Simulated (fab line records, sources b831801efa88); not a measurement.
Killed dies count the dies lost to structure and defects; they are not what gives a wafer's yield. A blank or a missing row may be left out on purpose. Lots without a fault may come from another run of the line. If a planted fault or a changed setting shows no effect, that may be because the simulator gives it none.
Struck lot and sound lot, side by side ; flow sky130 ; 15 out of 708 route steps
Sound: wafers L909.1, L909.3, L909.6. Struck: wafer L916.6 (L916.1, L916.5, from the same lot, were not struck and are left out); the cause is given at the end.
Per side, at each step with rows, come the tool, then ch with its chambers, and then its first start. Under that, the readings that differ: sound wafers ; struck wafers ; difference of the means ; sigmas: that difference in standard deviations of wafers without a fault.
alike: readings with means less than 2 such deviations apart, plus words and numbers identical on both sides. not compared: withheld readings, readings lacking a value on some wafer, bounds such as >300 that could conceal the same value, and numbers that have no deviation in the record and whose values overlap.
Wherever a step has rows on one side only, a row that says differs or no value, or a row with sigmas, the two part there. When numbers do not overlap yet have no deviation, they are printed without sigmas and do not part them. Lack of a reading on every wafer of one side parts them only where that side has two or more wafers.

first, 1 step without rows for these wafers: SKY_VIA2_ETCH_14 (etches BARC in N2/H2, stops on SiO2, time 45.9 s, target depth 60 nm).
SKY_VIA2_ETCH_15: etches SiO2 in C4F8/O2/Ar, stops on TiN, target depth 546 nm, time 84 s.
  sound on rie_diel-01 ch 0,2, day 37 12:02; struck on rie_diel-01 ch 1, day 39 18:46
  alike: oes_product_au
  not compared: rf_hours_counter_h
SKY_VIA2_STRIP_16: strips in O2/N2.
  sound on plasma_asher-02 ch 0,1, day 37 12:05; struck on plasma_asher-03 ch 1, day 39 18:50
  alike: drypump_motor_current_A, o2_flow_sccm, oes_product_au, strip_time_to_endpoint_s
  not compared: rf_hours_counter_h
then, 5 steps without rows for these wafers: SKY_VIA2_STRIP_17 (strips in post etch residue remover, time 1200 s); SKY_VIA2_CLEAN_18 (cleans in IPA, time 180 s); SKY_VIA2_CLEAN_19 (cleans in O3/DIW); SKY_VIA2_SPUTTER_20 (material TiN, target thk 20 nm, time 80 s); SKY_VIA2_CVD_21 (deposits W, target thk 420 nm, time 126.4 s).
SKY_VIA2_RS_MEAS_22: measurement is done with a four-point probe.
  sound on film_metro-02 at day 37 12:55; struck on film_metro-01 at day 39 19:38
  alike: VIA2_W_RS
SKY_VIA2_THK_MEAS_23: measures by xrf.
  sound on film_metro-02 at day 37 13:02; struck on film_metro-01 at day 39 19:45
reading;sound;struck;difference;sigmas
VIA2_W_THK (nm);427 421 428;409;-16;-2
SKY_VIA2_CMP_24: polishes, stops on SiO2, t overpolish 20 s, target thk 0 nm.
  sound on cmp-02 ch 2,3, day 37 13:05; struck on cmp-02 ch 1, day 39 19:58
reading;sound;struck;difference;sigmas
motor_current_A (A);12.0 13.4 12.5;10.3;-2.3;-2
overpolish_run_s (s);19.987 19.998 20.005;20.015;+0.018;+2
  alike: edge_zone_pressure_frac, time_to_endpoint_s
SKY_METAL3_SPUTTER_00: material Ti, target thk 15 nm, time 10 s.
  sound on pvd_sputter-02 at day 37 13:23; struck on pvd_sputter-02 at day 39 20:07
  alike: cathode_dc_power_W, throttle_valve_pct
SKY_METAL3_SPUTTER_01: material TiN, target thk 20 nm, time 16.7 s.
  sound on pvd_sputter-02 at day 37 13:25; struck on pvd_sputter-02 at day 39 20:08
reading;sound;struck;difference;sigmas
cathode_dc_power_W (W);6500.0 6498.6 6501.0;6971.5;+471.6;+99 or more
model.TiN_of_METAL3_SPUTTER_01.thk_nm (nm);20.23 19.94 19.99;21.49;+1.44;
  alike: throttle_valve_pct
SKY_METAL3_SPUTTER_02: material AlCu, target thk 735 nm, time 39.1 s.
  sound on pvd_sputter-02 at day 37 13:26; struck on pvd_sputter-02 at day 39 20:10
  alike: cathode_dc_power_W, throttle_valve_pct
following that, these wafers have no rows for 1 step: SKY_PAD_OPEN_PROBE_99.

WHERE THEY PART
Last at SKY_METAL3_SPUTTER_01 as far as this record goes, first at SKY_VIA2_THK_MEAS_23. Later steps at which nothing parts them and some readings are alike: SKY_METAL3_SPUTTER_02.

WHY: whatever the simulator had introduced
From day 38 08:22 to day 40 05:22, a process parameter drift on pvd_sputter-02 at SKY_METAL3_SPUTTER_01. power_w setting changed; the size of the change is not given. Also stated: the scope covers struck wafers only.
